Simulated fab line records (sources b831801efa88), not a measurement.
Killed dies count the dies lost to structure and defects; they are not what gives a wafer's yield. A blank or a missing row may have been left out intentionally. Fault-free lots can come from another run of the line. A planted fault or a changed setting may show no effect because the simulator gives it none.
fab line records    flow gf180mcu
record: lots: 12  wafers: 36  last_day: 34
route steps=602 shown DNWELL@39 VT_IMPLANT@132 PSD@259 M1@319
lots with no fault: from the same line, run without faults
start_h: hours from the record's opening day to when the first of the lot's shown wafers began    wait_h: how many hours have passed since the lot's step before this one    " repeats the value in the row above    L1.1+2: several wafers, shown together as one row    - no value, or no start was given    * or withheld: withheld    < > ~ a bound
route shown NAME@n: NAME is a module with steps in the file, n the number in the route of the first one    usual: mean/standard deviation of fault-free wafers    same: alike in all rows    chamber/n: place in a boat    sites: per-site readings    _std_site: standard deviation of those values    _edge_site: outer sites' mean less inner sites'    radius_mm: for every site, how far away it sits from the centre of the wafer    mask NAME#n: copy n    behind: the tool/chamber that last shaped the wafer    hold: what put the lot on hold/how long, in hours/how the hold closed    device: whichever transistor did not switch (one of n, p or np)    end of line: the route-end tests of the same wafers    a step without rows: its recipe alone    killed: the dies lost at the first sort to structure and to defects; this is not the yield of the wafer    map: the dies of a wafer, with x for killed, . for not killed, _ for no die there
set.NAME: the setting the step ran with; set.NAME@STEP: the setting that earlier step ran with    model.NAME: the simulator's own value behind a step, which no gauge read
one table for each step of the route and one row for each wafer, over a sample of lots
services: from which hour (start_h, from the record's first day; less than 0 if before it) a tool's chamber was out of use, for how many hours, and why
== steps ==
step: GF_DNWELL_IMPLANT_07
recipe: species: P  energy_kev: 1500  dose_cm2: 1e+13  tilt_deg: 0
usual: beam_on_s: 10.02/0.19  faraday_current_uA: 56.3/1.1  tilt_deg: 0.002/0.024
same: implant_ion_amu: 31
lot.wafer  tool          chamber  start_h  wait_h  beam_on_s  faraday_current_uA  tilt_deg
L435.3     implanter-02  0        43.11    -       10.13      55.7                -0.023
L435.4     "             0        "        "       9.96       56.7                -0.016
L435.5     "             0        "        "       9.77       57.6                -0.041
L436.1     implanter-02  0        49.84    -       10.29      55.1                0.026
L436.2     "             0        "        "       10.38      54.6                0.032
L436.4     "             0        "        "       10.01      56.5                0.029
L437.1     implanter-01  0        58.99    -       10.08      56.0                0.004
L437.3     "             0        "        "       10.11      55.7                0.023
L437.4     "             0        "        "       10.23      55.1                0.025
L438.1     implanter-02  0        62.84    -       10.24      55.1                0.021
L438.2     "             0        "        "       10.23      55.0                0.048
L438.4     "             0        "        "       10.04      56.3                -0.007
L440.4     implanter-02  0        67.82    -       9.66       58.1                0.009
L440.5     "             0        "        "       9.85       57.1                0.011
L440.6     "             0        "        "       10.18      55.3                -0.002
L441.2     implanter-02  0        77.28    -       10.26      55.0                -0.001
L441.3     "             0        "        "       10.26      54.8                0.014
L441.6     "             0        "        "       10.20      55.2                0.001
L443.1     implanter-04  0        88.06    -       9.76       57.3                0.001
L443.3     "             0        "        "       10.12      56.0                0.030
L443.5     "             0        "        "       10.04      56.3                0.034
L444.1     implanter-02  0        91.46    -       10.03      56.4                -0.006
L444.2     "             0        "        "       10.04      56.0                -0.007
L444.6     "             0        "        "       10.55      53.2                0.001
L446.1     implanter-01  0        101.36   -       9.88       57.1                0.036
L446.4     "             0        "        "       9.91       56.9                -0.004
L446.6     "             0        "        "       9.84       57.5                -0.016
L449.3     implanter-02  0        116.81   -       10.11      55.6                0.017
L449.4     "             0        "        "       9.86       57.3                -0.002
L449.5     "             0        "        "       10.00      56.2                -0.014
L452.1     implanter-04  0        132.76   -       9.55       58.9                0.039
L452.2     "             0        "        "       9.55       58.8                0.062
L452.5     "             0        "        "       10.50      53.7                0.034
L452.1     implanter-04  0        133.08   0.3     10.24      55.1                0.011
L452.2     "             0        "        "       9.95       56.7                -0.005
L452.5     "             0        "        "       9.81       57.3                0.004
L455.1     implanter-01  0        151.14   -       10.00      56.2                -0.025
L455.2     "             0        "        "       10.01      56.4                -0.004
L455.4     "             0        "        "       10.09      55.7                -0.002
L455.1     implanter-01  0        151.46   0.3     9.98       56.5                0.001
L455.2     "             0        "        "       9.84       57.3                -0.013
L455.4     "             0        "        "       10.14      55.7                -0.003
step: GF_DNWELL_TW_MEAS_09
usual: DNWELL_TW: 1352/9.4
lot.wafer  tool           chamber  start_h  wait_h  DNWELL_TW
L435.3     film_metro-04  -        43.33    0.1     1354
L435.4     "              -        "        "       1359
L435.5     "              -        "        "       1355
L436.1     film_metro-04  -        50.12    0.1     1351
L436.2     "              -        "        "       1357
L436.4     "              -        "        "       1358
L437.1     film_metro-04  -        59.24    0.1     1364
L437.3     "              -        "        "       1356
L437.4     "              -        "        "       1344
L438.1     film_metro-03  -        63.09    0.1     1334
L438.2     "              -        "        "       1340
L438.4     "              -        "        "       1341
L440.4     film_metro-03  -        68.02    0.1     1338
L440.5     "              -        "        "       1343
L440.6     "              -        "        "       1345
L441.2     film_metro-04  -        77.52    0.1     1324
L441.3     "              -        "        "       1336
L441.6     "              -        "        "       1336
L443.1     film_metro-03  -        88.31    0.1     1357
L443.3     "              -        "        "       1356
L443.5     "              -        "        "       1348
L444.1     film_metro-01  -        91.71    0.1     1355
L444.2     "              -        "        "       1355
L444.6     "              -        "        "       1356
L446.1     film_metro-04  -        101.61   0.1     1361
L446.4     "              -        "        "       1365
L446.6     "              -        "        "       1361
L449.3     film_metro-03  -        117.03   0.1     1346
L449.4     "              -        "        "       1333
L449.5     "              -        "        "       1348
L452.1     film_metro-03  -        133.32   0.1     1670
L452.2     "              -        "        "       1681
L452.5     "              -        "        "       1673
L455.1     film_metro-01  -        151.71   0.1     1694
L455.2     "              -        "        "       1690
L455.4     "              -        "        "       1699
step: GF_VT_IMPLANT_STRIP_42
recipe: chemistry: O2/N2  power_w: 1400  pressure_mtorr: 1500  platen_temp_c: 250  o2_flow_sccm: 3000  n2_flow_sccm: 300  overash_fraction: 0.5
usual: chamber_pressure_mTorr: 1500.0/1.4  drypump_motor_current_A: 5.4/0.42  heater_power_w: 353/40  oes_product_au: 0.716/0.005  platen_temp_c: 250.02/0.18  strip_time_to_endpoint_s: 12.63/0.031
lot.wafer  tool             chamber  start_h  wait_h  chamber_pressure_mTorr  drypump_motor_current_A  heater_power_w  oes_product_au  platen_temp_c  rf_hours_counter_h  strip_time_to_endpoint_s
L435.3     plasma_asher-01  0        157.87   0.1     1497.3                  5.0                      355             0.716           250.06         -                   12.64
L435.4     "                1        "        "       1499.8                  5.4                      397             0.721           250.24         -                   12.66
L435.5     "                1        "        "       1499.1                  5.4                      386             0.718           249.89         -                   12.62
L436.1     plasma_asher-01  1        167.03   0.1     1499.0                  5.4                      392             0.709           249.98         38                  12.67
L436.2     "                0        "        "       1499.8                  5.0                      359             0.724           249.95         38                  12.66
L436.4     "                1        "        "       1500.0                  5.4                      407             0.714           249.97         -                   12.67
L437.1     plasma_asher-04  0        179.03   0.1     1499.1                  5.1                      362             0.717           250.09         49                  12.62
L437.3     "                1        "        "       1501.3                  5.6                      332             0.709           250.15         -                   12.65
L437.4     "                0        "        "       1499.8                  5.1                      367             0.710           249.93         -                   12.62
L438.1     plasma_asher-04  0        186.02   0.1     1500.0                  5.1                      367             0.719           249.65         50                  12.62
L438.2     "                1        "        "       1498.5                  5.6                      347             0.719           250.07         50                  12.62
L438.4     "                1        "        "       1499.5                  5.6                      346             0.718           249.72         -                   12.67
L440.4     plasma_asher-03  0        191.32   0.1     1499.8                  6.3                      389             0.726           249.89         -                   12.62
L440.5     "                1        "        "       1498.1                  6.2                      230             0.715           249.81         -                   12.66
L440.6     "                0        "        "       1500.6                  6.3                      388             0.711           249.88         -                   12.63
L441.2     plasma_asher-01  0        204.39   0.1     1500.5                  5.0                      358             0.722           250.12         42                  12.59
L441.3     "                0        "        "       1499.9                  5.0                      359             0.713           249.91         -                   12.57
L441.6     "                0        "        "       1499.6                  5.0                      359             0.717           250.15         -                   12.62
L443.1     plasma_asher-01  1        218.24   0.1     1498.6                  5.4                      384             0.727           249.95         43                  12.66
L443.3     "                1        "        "       1501.4                  5.4                      390             0.723           250.16         -                   12.64
L443.5     "                1        "        "       1502.1                  5.4                      395             0.722           250.08         -                   12.63
L444.1     plasma_asher-04  0        223.39   0.1     1499.4                  5.1                      367             0.718           250.05         54                  12.65
L444.2     "                1        "        "       1500.8                  5.6                      334             0.723           250.14         54                  12.63
L444.6     "                0        "        "       1499.3                  5.1                      374             0.719           250.16         -                   12.62
L446.1     plasma_asher-04  0        235.77   0.1     1497.5                  5.1                      357             0.705           250.30         55                  12.58
L446.4     "                1        "        "       1498.5                  5.6                      336             0.713           250.07         -                   12.58
L446.6     "                0        "        "       1501.8                  5.1                      372             0.721           250.31         -                   12.63
L449.3     plasma_asher-01  0        252.87   0.1     1499.4                  5.0                      354             0.710           250.36         -                   12.62
L449.4     "                1        "        "       1499.9                  5.4                      387             0.716           249.92         -                   12.64
L449.5     "                0        "        "       1503.0                  5.0                      359             0.721           250.26         -                   12.58
L452.1     plasma_asher-04  0        274.67   0.1     1500.6                  5.1                      358             0.713           249.93         59                  12.64
L452.2     "                1        "        "       1498.6                  5.6                      339             0.713           249.90         59                  12.63
L452.5     "                0        "        "       1501.6                  5.1                      368             0.716           250.11         -                   12.66
L455.1     plasma_asher-04  1        297.79   0.1     1501.2                  5.6                      344             0.710           249.76         61                  12.62
L455.2     "                0        "        "       1503.1                  5.1                      363             0.716           249.92         61                  12.60
L455.4     "                1        "        "       1501.6                  5.6                      338             0.722           250.21         -                   12.58
step: GF_PSD_TW_MEAS_11
usual: PSD_TW: 3183/27
lot.wafer  tool           chamber  start_h  wait_h  PSD_TW
L435.3     film_metro-03  -        318.91   0.1     3164
L435.4     "              -        "        "       3160
L435.5     "              -        "        "       3173
L436.1     film_metro-01  -        331.24   0.1     3161
L436.2     "              -        "        "       3194
L436.4     "              -        "        "       3179
L437.1     film_metro-03  -        346.79   0.1     3178
L437.3     "              -        "        "       3193
L437.4     "              -        "        "       3182
L438.1     film_metro-01  -        357.76   0.1     3149
L438.2     "              -        "        "       3183
L438.4     "              -        "        "       3163
L440.4     film_metro-01  -        364.17   0.1     3176
L440.5     "              -        "        "       3169
L440.6     "              -        "        "       3186
L441.2     film_metro-03  -        380.92   0.1     3152
L441.3     "              -        "        "       3150
L441.6     "              -        "        "       3150
L443.1     film_metro-02  -        397.95   0.1     3232
L443.3     "              -        "        "       3253
L443.5     "              -        "        "       3236
L444.1     film_metro-01  -        405.54   0.1     3174
L444.2     "              -        "        "       3182
L444.6     "              -        "        "       3177
L446.1     film_metro-02  -        420.59   0.1     3222
L446.4     "              -        "        "       3233
L446.6     "              -        "        "       3213
L449.3     film_metro-03  -        441.11   0.1     3190
L449.4     "              -        "        "       3191
L449.5     "              -        "        "       3185
L452.1     film_metro-03  -        471.40   0.1     3146
L452.2     "              -        "        "       3145
L452.5     "              -        "        "       3163
L455.1     film_metro-01  -        496.99   0.1     3196
L455.2     "              -        "        "       3195
L455.4     "              -        "        "       3178
step: GF_M1_SPUTTER_04
recipe: material: TiN  target_thk_nm: 50  power_w: 6500  time_s: 41.7  chamber_pressure_pa: 0.4
usual: cathode_dc_power_W: 6500.0/1.2  throttle_valve_pct: 30.4/1
lot.wafer  tool            chamber  start_h  wait_h  cathode_dc_power_W  throttle_valve_pct
L435.3     pvd_sputter-01  -        366.34   0.0     6499.7              29.6
L435.4     "               -        "        "       6501.7              32.0
L435.5     "               -        "        "       6499.0              30.7
L436.1     pvd_sputter-01  -        378.79   0.0     6501.1              29.5
L436.2     "               -        "        "       6500.0              32.4
L436.4     "               -        "        "       6498.2              30.6
L437.1     pvd_sputter-01  -        396.01   0.0     6499.2              31.9
L437.3     "               -        "        "       6499.8              29.8
L437.4     "               -        "        "       6497.5              30.9
L438.1     pvd_sputter-01  -        410.21   0.0     6498.7              29.8
L438.2     "               -        "        "       6499.0              30.4
L438.4     "               -        "        "       6499.8              30.6
L440.4     pvd_sputter-02  -        414.43   0.0     6499.4              31.2
L440.5     "               -        "        "       6501.3              31.7
L440.6     "               -        "        "       6499.7              29.3
L441.2     pvd_sputter-01  -        432.79   0.0     6503.3              30.4
L441.3     "               -        "        "       6499.8              29.5
L441.6     "               -        "        "       6501.5              32.1
L443.1     pvd_sputter-02  -        450.06   0.0     6501.8              29.1
L443.3     "               -        "        "       6498.4              29.3
L443.5     "               -        "        "       6500.4              31.2
L444.1     pvd_sputter-01  -        457.89   0.0     6499.8              30.3
L444.2     "               -        "        "       6500.5              30.8
L444.6     "               -        "        "       6501.2              30.6
L446.1     pvd_sputter-01  -        474.08   0.0     6500.4              29.4
L446.4     "               -        "        "       6498.7              32.1
L446.6     "               -        "        "       6499.1              31.9
L449.3     pvd_sputter-04  -        493.26   0.0     6499.9              29.7
L449.4     "               -        "        "       6500.0              28.6
L449.5     "               -        "        "       6499.3              28.4
L452.1     pvd_sputter-01  -        522.60   0.0     6499.0              30.6
L452.2     "               -        "        "       6499.5              29.6
L452.5     "               -        "        "       6499.9              30.5
L455.1     pvd_sputter-02  -        547.02   0.0     6499.4              29.2
L455.2     "               -        "        "       6498.5              31.7
L455.4     "               -        "        "       6500.4              29.4
== services ==
tool             chamber  start_h  hours  kind
implanter-01     -        25.79    29.7   pm
plasma_asher-01  -        39.41    1.5    repair
plasma_asher-04  -        55.98    2.8    pm
pvd_sputter-01   -        90.09    4.0    repair
implanter-01     -        94.92    3.6    repair
implanter-01     -        131.01   0.7    repair
plasma_asher-04  -        144.73   20.5   repair
implanter-02     -        148.07   2.7    repair
plasma_asher-01  -        177.32   1.4    repair
plasma_asher-01  -        182.99   0.6    repair
plasma_asher-01  -        183.35   1.7    repair
plasma_asher-01  -        234.50   7.3    repair
plasma_asher-04  -        249.95   8.6    repair
pvd_sputter-01   -        341.93   0.7    repair
implanter-02     -        388.05   1.5    repair
implanter-02     -        419.49   19.8   pm
plasma_asher-01  -        422.33   28.1   pm
implanter-02     -        439.36   4.5    repair
implanter-02     -        450.10   3.0    repair
implanter-02     -        454.99   2.5    repair
plasma_asher-04  -        500.07   3.4    repair
plasma_asher-01  -        500.36   2.8    pm
implanter-02     -        503.67   6.1    pm
plasma_asher-01  -        515.57   1.4    repair
== key ==
first_sign: step: GF_DNWELL_IMPLANT_07  reading: visit  direction: added
effect: step: GF_DNWELL_TW_MEAS_09  reading: DNWELL_TW  direction: up  sigmas: 35  usual: 1352  struck: 1684
met_at GF_DNWELL_IMPLANT_07
struck_lots L452,L455
tester_left_out L452,L455
not_acting_at GF_VT_IMPLANT_STRIP_42,GF_PSD_TW_MEAS_11,GF_M1_SPUTTER_04
fault: kind: repeated_step_whole  tool: implanter-01,implanter-02,implanter-04  chamber: -  onset_h: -  steps: GF_DNWELL_IMPLANT_07  times: 1  scope: struck_lots_only
tester_left_out: of these lots the tester's yield and bins aren't shown, on N5 and GAA mostly nor the transistor test; their killed dies are dies lost to structure and defects alone, not to doping, threshold or leakage, so they don't give the yield
